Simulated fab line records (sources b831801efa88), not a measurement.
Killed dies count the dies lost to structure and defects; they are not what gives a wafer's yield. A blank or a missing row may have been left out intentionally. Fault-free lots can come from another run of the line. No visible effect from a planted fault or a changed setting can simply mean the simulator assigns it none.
Which of the tools did it?    flow gf180mcu    14 lots with 42 wafers sampled at 2 steps, on a route of 602 steps

== WHAT THE GAUGES SHOWED, per wafer ==
GF_CONTACT_THK_MEAS_01.
lot   measured      on             CONTACT_CVD_00_THK (nm)
L182  day 15 16:08  film_metro-04  301 302 304
L185  day 16 12:43  film_metro-04  293 295 295
L186  day 16 21:53  film_metro-01  303 301 304
L187  day 17 07:22  film_metro-01  300 302 298
L188  day 17 12:04  film_metro-04  306 307 301
L189  day 18 01:08  film_metro-01  297 301 295
L190  day 18 07:49  film_metro-01  301 297 302
L191  day 18 18:52  film_metro-01  304 302 301
L192  day 19 02:54  film_metro-01  301 299 297
L200  day 22 02:33  film_metro-02  300 303 303
L201  day 22 09:17  film_metro-01  298 297 296
L202  day 22 19:38  film_metro-02  297 302 293
L203  day 22 21:29  film_metro-01  298 303 303
L204  day 23 07:25  film_metro-01  303 304 300

GF_CONTACT_THK_MEAS_03.
lot   measured      on             CONTACT_CVD_02_THK (nm)
L182  day 15 16:16  film_metro-04  836 865 846
L185  day 16 12:50  film_metro-01  839 836 839
L186  day 16 22:01  film_metro-02  837 872 863
L187  day 17 07:32  film_metro-04  829 850 847
L188  day 17 12:11  film_metro-04  861 881 865
L189  day 18 01:16  film_metro-02  875 850 860
L190  day 18 07:57  film_metro-02  864 837 848
L191  day 18 18:59  film_metro-02  864 840 852
L192  day 19 03:02  film_metro-02  846 872 850
L200  day 22 02:41  film_metro-04  850 856 852
L201  day 22 09:25  film_metro-04  843 853 855
L202  day 22 19:46  film_metro-01  876 876 895
L203  day 22 21:37  film_metro-04  879 849 897
L204  day 23 07:32  film_metro-01  876 893 850

== WHICH TOOL RAN EACH LOT (tool, then ch and the chambers of the sampled wafers, then the start) ==
The record holds no process step before these readings.

== WHAT THE TOOLS THEMSELVES READ (means of the sampled wafers that have a number; where no wafer has one, the mark that the record gives instead) ==
The record holds no such reading with a usual standard deviation.

== THE ANSWER, worked out from the rows above alone ==
Rule: the lots themselves supply what counts as usual. The widest of any qualifying gaps counts: lots, ordered by their means at a reading, are off when they make up no more than a third of the lots, leave a main group of 4 or more, and stand apart from it by 3 or more times the standard deviation of that group's means. If all means in a main group match to the digits the tables above print for the reading, that group is not used. A lot without any number at a reading at which 4 lots or more have one is off too. The other lots that the step has rows for count as sound. The gauges are gone through in route order, then the tools' own readings, and for those a lot's mean is taken as printed above. The first step at which some lot is off is used, and at that step the reading that is off furthest; a lot without a number counts as furthest.
None of the lots is off at any reading shown; this tells nothing.

== WHAT HAD BEEN PUT IN BY THE SIMULATOR ==
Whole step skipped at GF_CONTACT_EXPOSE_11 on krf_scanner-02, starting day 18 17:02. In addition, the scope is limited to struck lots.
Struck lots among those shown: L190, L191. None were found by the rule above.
